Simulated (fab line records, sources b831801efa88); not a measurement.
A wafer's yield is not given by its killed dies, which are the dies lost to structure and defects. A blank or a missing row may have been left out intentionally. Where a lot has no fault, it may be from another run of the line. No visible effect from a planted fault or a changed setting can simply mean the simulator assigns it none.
fab line records ; flow sky130
record lots=13; wafers=39; lastDay=50
route steps=708 shown POLY_GATE@227 SD_N@348 LI_CONTACT@375
lots that met no fault: taken from a fault-free run of the same line
startH: start of the lot's first displayed wafer, in hours after the record's first day ; waitH: time in hours since the lot's previous step ; " repeats the value in the row above ; L1.1+2: one row covering several wafers at once ; - value missing, or start not given ; * or withheld: withheld ; < > ~ a bound
route shown NAME@n: a module of which the file shows steps, and the number in the route of the first ; usual: mean/standard deviation taken from wafers without a fault ; same: alike in all rows ; chamber/n: place in a boat ; sites: the reading at each site ; _std_site: their standard deviation ; _edge_site: outer sites' mean less inner sites' ; radiusMm: how far each site lies from the wafer's centre ; mask NAME#n: copy n ; behind: the most recent tool/chamber to have shaped the wafer ; hold: reason for holding the lot/hours on hold/outcome of the hold ; device: which transistor (n, p or np) failed to switch ; end of line: the route-end tests of the same wafers ; where a step has no rows: the recipe by itself ; killed: count of dies lost to structure and defects at first sort (not the wafer's yield) ; map: dies across one wafer; x = killed, . = not, _ = none there
set.NAME: the run value of the setting; set.NAME@STEP: its run value at that earlier step ; model.NAME: the simulator's own value behind a step, which no gauge read
a sample of lots followed through the steps of the route, with each step as a table and each wafer as a row
services: a tool's chamber out of use, with start hour (startH, from the record's first day; less than 0 if before it), hours out, and reason
## steps
# step SKY_POLY_GATE_CD_MEAS_13
# recipe targetCdNm=150
# usual cdNm=150.1/1.4
lot.wafer;tool;chamber;startH;waitH;cdNm
L710.2;cdSem-01;-;374.76;-;149.5
L710.3;cdSem-01;-;374.76;-;149.7
L710.5;cdSem-01;-;374.76;-;150.3
L711.2;cdSem-01;-;387.12;-;147.9
L711.3;cdSem-01;-;387.12;-;149.0
L711.4;cdSem-01;-;387.12;-;149.6
L712.1;cdSem-01;-;394.85;-;148.8
L712.5;cdSem-01;-;394.85;-;147.4
L712.6;cdSem-01;-;394.85;-;148.7
L713.1;cdSem-02;-;404.37;-;149.4
L713.3;cdSem-02;-;404.37;-;150.7
L713.5;cdSem-02;-;404.37;-;152.6
L714.3;cdSem-01;-;411.41;-;150.2
L714.4;cdSem-01;-;411.41;-;150.3
L714.6;cdSem-01;-;411.41;-;148.7
L715.1;cdSem-01;-;439.24;-;152.6
L715.2;cdSem-01;-;439.24;-;152.4
L715.4;cdSem-01;-;439.24;-;152.4
L716.2;cdSem-02;-;439.61;-;150.2
L716.4;cdSem-02;-;439.61;-;151.4
L716.5;cdSem-02;-;439.61;-;149.7
L718.4;cdSem-01;-;451.50;-;149.5
L718.5;cdSem-01;-;451.50;-;149.9
L718.6;cdSem-01;-;451.50;-;148.6
L719.3;cdSem-01;-;451.84;-;150.3
L719.5;cdSem-01;-;451.84;-;149.7
L719.6;cdSem-01;-;451.84;-;151.5
L723.4;cdSem-01;-;488.66;-;150.1
L723.5;cdSem-01;-;488.66;-;150.7
L723.6;cdSem-01;-;488.66;-;151.5
L729.2;cdSem-01;-;544.09;-;152.5
L729.3;cdSem-01;-;544.09;-;152.3
L729.4;cdSem-01;-;544.09;-;151.8
L730.1;cdSem-01;-;551.99;-;150.6
L730.4;cdSem-01;-;551.99;-;149.6
L730.6;cdSem-01;-;551.99;-;150.9
L732.1;cdSem-02;-;562.14;-;148.6
L732.2;cdSem-02;-;562.14;-;148.4
L732.3;cdSem-02;-;562.14;-;147.6
# step SKY_SD_N_DEVELOP_06
# recipe resist=NOVOLAK; developer=TMAH; developTimeS=60; devTempC=23
# usual developerTempC=23.01/0.11
lot.wafer;tool;chamber;startH;waitH;developerTempC
L710.2;lithoTrack-04;0;651.57;0.1;23.10
L710.3;lithoTrack-04;0;651.57;0.1;23.31
L710.5;lithoTrack-04;0;651.57;0.1;23.27
L711.2;lithoTrack-03;0;661.42;0.1;23.02
L711.3;lithoTrack-03;0;661.42;0.1;23.18
L711.4;lithoTrack-03;0;661.42;0.1;22.94
L712.1;lithoTrack-04;0;671.79;0.1;23.00
L712.5;lithoTrack-04;0;671.79;0.1;22.97
L712.6;lithoTrack-04;0;671.79;0.1;23.09
L713.1;lithoTrack-01;0;676.14;0.1;22.95
L713.3;lithoTrack-01;0;676.14;0.1;22.84
L713.5;lithoTrack-01;0;676.14;0.1;22.98
L714.3;lithoTrack-04;0;683.94;0.1;23.03
L714.4;lithoTrack-04;0;683.94;0.1;23.11
L714.6;lithoTrack-04;0;683.94;0.1;23.19
L715.1;lithoTrack-04;0;721.04;0.1;22.87
L715.2;lithoTrack-04;0;721.04;0.1;23.05
L715.4;lithoTrack-04;0;721.04;0.1;22.88
L716.2;lithoTrack-04;0;721.97;0.1;23.11
L716.4;lithoTrack-04;0;721.97;0.1;23.16
L716.5;lithoTrack-04;0;721.97;0.1;23.12
L718.4;lithoTrack-03;0;722.82;0.1;23.05
L718.5;lithoTrack-03;0;722.82;0.1;23.07
L718.6;lithoTrack-03;0;722.82;0.1;23.11
L719.3;lithoTrack-04;0;724.04;0.1;20.67
L719.5;lithoTrack-04;0;724.04;0.1;20.75
L719.6;lithoTrack-04;0;724.04;0.1;20.76
L723.4;lithoTrack-04;0;754.27;0.1;20.82
L723.5;lithoTrack-04;0;754.27;0.1;20.93
L723.6;lithoTrack-04;0;754.27;0.1;20.70
L729.2;lithoTrack-01;0;804.22;0.1;23.10
L729.3;lithoTrack-01;0;804.22;0.1;23.04
L729.4;lithoTrack-01;0;804.22;0.1;23.07
L730.1;lithoTrack-03;0;806.85;0.1;22.97
L730.4;lithoTrack-03;0;806.85;0.1;23.00
L730.6;lithoTrack-03;0;806.85;0.1;23.01
L732.1;lithoTrack-04;0;818.89;0.1;23.01
L732.2;lithoTrack-04;0;818.89;0.1;23.03
L732.3;lithoTrack-04;0;818.89;0.1;22.89
# step SKY_SD_N_CD_MEAS_07
# recipe targetCdNm=380
# usual cdNm=380.5/2.3
lot.wafer;tool;chamber;startH;waitH;cdNm
L710.2;cdSem-02;-;651.71;0.1;378.4
L710.3;cdSem-02;-;651.71;0.1;380.0
L710.5;cdSem-02;-;651.71;0.1;377.1
L711.2;cdSem-01;-;661.57;0.1;378.2
L711.3;cdSem-01;-;661.57;0.1;379.2
L711.4;cdSem-01;-;661.57;0.1;378.6
L712.1;cdSem-02;-;671.94;0.1;382.3
L712.5;cdSem-02;-;671.94;0.1;382.4
L712.6;cdSem-02;-;671.94;0.1;383.1
L713.1;cdSem-02;-;676.29;0.1;375.6
L713.3;cdSem-02;-;676.29;0.1;379.6
L713.5;cdSem-02;-;676.29;0.1;380.6
L714.3;cdSem-01;-;684.08;0.1;382.2
L714.4;cdSem-01;-;684.08;0.1;380.7
L714.6;cdSem-01;-;684.08;0.1;379.9
L715.1;cdSem-02;-;721.19;0.1;382.4
L715.2;cdSem-02;-;721.19;0.1;380.2
L715.4;cdSem-02;-;721.19;0.1;379.4
L716.2;cdSem-01;-;722.11;0.1;382.5
L716.4;cdSem-01;-;722.11;0.1;381.2
L716.5;cdSem-01;-;722.11;0.1;381.6
L718.4;cdSem-02;-;722.96;0.1;379.9
L718.5;cdSem-02;-;722.96;0.1;381.1
L718.6;cdSem-02;-;722.96;0.1;380.1
L719.3;cdSem-02;-;724.18;0.1;389.1
L719.5;cdSem-02;-;724.18;0.1;388.1
L719.6;cdSem-02;-;724.18;0.1;386.0
L723.4;cdSem-01;-;754.40;0.1;387.9
L723.5;cdSem-01;-;754.40;0.1;388.3
L723.6;cdSem-01;-;754.40;0.1;386.8
L729.2;cdSem-01;-;804.36;0.1;380.3
L729.3;cdSem-01;-;804.36;0.1;381.2
L729.4;cdSem-01;-;804.36;0.1;382.1
L730.1;cdSem-02;-;807.00;0.1;381.8
L730.4;cdSem-02;-;807.00;0.1;386.0
L730.6;cdSem-02;-;807.00;0.1;384.8
L732.1;cdSem-02;-;819.04;0.1;377.1
L732.2;cdSem-02;-;819.04;0.1;378.7
L732.3;cdSem-02;-;819.04;0.1;377.9
# step SKY_LI_CONTACT_OVL_MEAS_13
# usual LI_CONTACT_OVL=0/4.9
lot.wafer;tool;chamber;startH;waitH;LI_CONTACT_OVL[nm]
L710.2;overlay-01;-;681.37;0.1;-4
L710.3;overlay-01;-;681.37;0.1;-3
L710.5;overlay-01;-;681.37;0.1;1
L711.2;overlay-02;-;691.12;0.1;4
L711.3;overlay-02;-;691.12;0.1;-1
L711.4;overlay-02;-;691.12;0.1;2
L712.1;overlay-01;-;701.69;0.1;6
L712.5;overlay-01;-;701.69;0.1;4
L712.6;overlay-01;-;701.69;0.1;6
L713.1;overlay-01;-;706.31;0.1;-5
L713.3;overlay-01;-;706.31;0.1;-2
L713.5;overlay-01;-;706.31;0.1;0
L714.3;overlay-02;-;713.75;0.1;-2
L714.4;overlay-02;-;713.75;0.1;3
L714.6;overlay-02;-;713.75;0.1;0
L715.1;overlay-02;-;749.61;0.1;-1
L715.2;overlay-02;-;749.61;0.1;-3
L715.4;overlay-02;-;749.61;0.1;-2
L716.2;overlay-02;-;750.52;0.1;1
L716.4;overlay-02;-;750.52;0.1;-5
L716.5;overlay-02;-;750.52;0.1;-1
L718.4;overlay-02;-;751.93;0.1;8
L718.5;overlay-02;-;751.93;0.1;2
L718.6;overlay-02;-;751.93;0.1;1
L719.3;overlay-01;-;753.18;0.1;-5
L719.5;overlay-01;-;753.18;0.1;-6
L719.6;overlay-01;-;753.18;0.1;1
L723.4;overlay-02;-;784.00;0.1;-4
L723.5;overlay-02;-;784.00;0.1;-2
L723.6;overlay-02;-;784.00;0.1;-14
L729.2;overlay-01;-;832.07;0.1;2
L729.3;overlay-01;-;832.07;0.1;5
L729.4;overlay-01;-;832.07;0.1;6
L730.1;overlay-01;-;835.06;0.1;2
L730.4;overlay-01;-;835.06;0.1;5
L730.6;overlay-01;-;835.06;0.1;0
L732.1;overlay-01;-;847.44;0.1;12
L732.2;overlay-01;-;847.44;0.1;4
L732.3;overlay-01;-;847.44;0.1;6
# step SKY_LI_CONTACT_ETCH_14
# recipe chemistry=N2/H2; target=BARC; ionEnergyEv=200; sourceW=500; biasW=100; pressureMtorr=30; n2FlowSccm=100; h2FlowSccm=200; stopOn=SiO2; timeS=45.9; targetDepthA=600
# usual drypumpMotorCurrentA=5.5/0.37; oesProductAu=0.855/0.0048; throttleValvePct=13.224/0.0085
lot.wafer;tool;chamber;startH;waitH;drypumpMotorCurrentA;oesProductAu;rfHoursCounterH;throttleValvePct
L710.2;rieDiel-04;1;681.40;0.0;5.5;0.858;8;13.220
L710.3;rieDiel-04;3;681.40;0.0;5.3;0.857;2;13.245
L710.5;rieDiel-04;2;681.40;0.0;5.9;0.853;-;13.220
L711.2;rieDiel-04;2;691.15;0.0;5.8;0.855;40;13.223
L711.3;rieDiel-04;1;691.15;0.0;5.5;0.865;8;13.216
L711.4;rieDiel-04;3;691.15;0.0;5.3;0.857;2;13.218
L712.1;rieDiel-02;1;701.72;0.0;5.7;0.856;12;13.235
L712.5;rieDiel-02;1;701.72;0.0;5.6;0.866;-;13.215
L712.6;rieDiel-02;0;701.72;0.0;6.0;0.860;-;13.215
L713.1;rieDiel-04;1;706.35;0.0;5.5;0.856;9;13.217
L713.3;rieDiel-04;2;706.35;0.0;5.9;0.851;40;13.231
L713.5;rieDiel-04;3;706.35;0.0;5.3;0.856;-;13.229
L714.3;rieDiel-04;1;713.77;0.0;5.5;0.858;9;13.228
L714.4;rieDiel-04;2;713.77;0.0;5.9;0.852;40;13.210
L714.6;rieDiel-04;3;713.77;0.0;5.3;0.849;-;13.233
L715.1;rieDiel-02;2;749.65;0.0;5.7;0.852;1;13.230
L715.2;rieDiel-02;3;749.65;0.0;5.0;0.844;27;13.224
L715.4;rieDiel-02;1;749.65;0.0;5.7;0.850;13;13.211
L716.2;rieDiel-03;2;750.55;0.0;6.1;0.850;48;13.203
L716.4;rieDiel-03;0;750.55;0.0;5.1;0.862;-;13.215
L716.5;rieDiel-03;3;750.55;0.0;5.4;0.863;-;13.220
L718.4;rieDiel-04;3;751.95;0.0;5.3;0.859;3;13.224
L718.5;rieDiel-04;2;751.95;0.0;5.9;0.847;-;13.230
L718.6;rieDiel-04;1;751.95;0.0;5.5;0.864;-;13.224
L719.3;rieDiel-02;0;753.20;0.0;6.1;0.843;22;13.216
L719.5;rieDiel-02;1;753.20;0.0;5.7;0.851;-;13.236
L719.6;rieDiel-02;0;753.20;0.0;6.0;0.856;-;13.231
L723.4;rieDiel-03;3;784.02;0.0;5.4;0.855;12;13.236
L723.5;rieDiel-03;1;784.02;0.0;5.6;0.857;-;13.241
L723.6;rieDiel-03;0;784.02;0.0;5.0;0.855;-;13.219
L729.2;rieDiel-03;2;832.10;0.0;6.1;0.856;2;13.222
L729.3;rieDiel-03;3;832.10;0.0;5.4;0.855;14;13.220
L729.4;rieDiel-03;3;832.10;0.0;5.4;0.853;-;13.218
L730.1;rieDiel-02;3;835.10;0.0;5.0;0.846;29;13.242
L730.4;rieDiel-02;1;835.10;0.0;5.7;0.859;16;13.217
L730.6;rieDiel-02;1;835.10;0.0;5.7;0.854;-;13.221
L732.1;rieDiel-04;2;847.47;0.0;5.9;0.852;2;13.213
L732.2;rieDiel-04;1;847.47;0.0;5.5;0.856;12;13.208
L732.3;rieDiel-04;3;847.47;0.0;5.3;0.859;6;13.225
## services
tool;chamber;startH;hours;kind
rieDiel-02;0;675.43;5.8;repair
rieDiel-02;2;684.23;-;clean
rieDiel-02;2;684.23;22.2;scheduledDown
rieDiel-02;2;684.23;22.2;ventCycle
rieDiel-04;3;692.17;5.1;repair
rieDiel-02;0;696.08;2.9;repair
rieDiel-03;1;702.08;55.6;repair
rieDiel-02;2;734.75;6.1;repair
rieDiel-04;2;752.19;2.8;repair
rieDiel-04;2;755.00;-;clean
rieDiel-04;2;755.00;15.3;scheduledDown
rieDiel-04;2;755.00;15.3;ventCycle
rieDiel-03;2;757.71;-;clean
rieDiel-03;2;757.71;18.3;scheduledDown
rieDiel-03;2;757.71;18.3;ventCycle
rieDiel-04;0;772.54;15.9;repair
rieDiel-03;1;785.65;4.7;repair
rieDiel-03;0;827.45;-;clean
rieDiel-03;0;827.45;18.4;scheduledDown
rieDiel-03;0;827.45;18.4;ventCycle
rieDiel-04;0;841.54;22.2;repair
## key
firstSign step=SKY_SD_N_DEVELOP_06; reading=developerTempC; direction=down; sigmas=21; usual=*; struck=*
effect step=SKY_SD_N_CD_MEAS_07; reading=cdNm; direction=up; sigmas=3.1; usual=380.5; struck=387.7
metAt SKY_SD_N_DEVELOP_06
struckLots L719,L723
testerLeftOut L719,L723
notActingAt SKY_POLY_GATE_CD_MEAS_13,SKY_LI_CONTACT_OVL_MEAS_13,SKY_LI_CONTACT_ETCH_14
onsetBetween 721.97 724.04
fault kind=processParameterDrift; tool=lithoTrack-04; chamber=-; onsetH=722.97; steps=SKY_SD_N_DEVELOP_06; channel=devTempC; offset=*; shape=step; endH=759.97; actsIn=*; stated=*
# testerLeftOut: of these lots the tester's yield and bins aren't shown, on N5 and GAA mostly nor the transistor test; their killed dies are dies lost to structure and defects alone, not to doping, threshold or leakage, so they don't give the yield
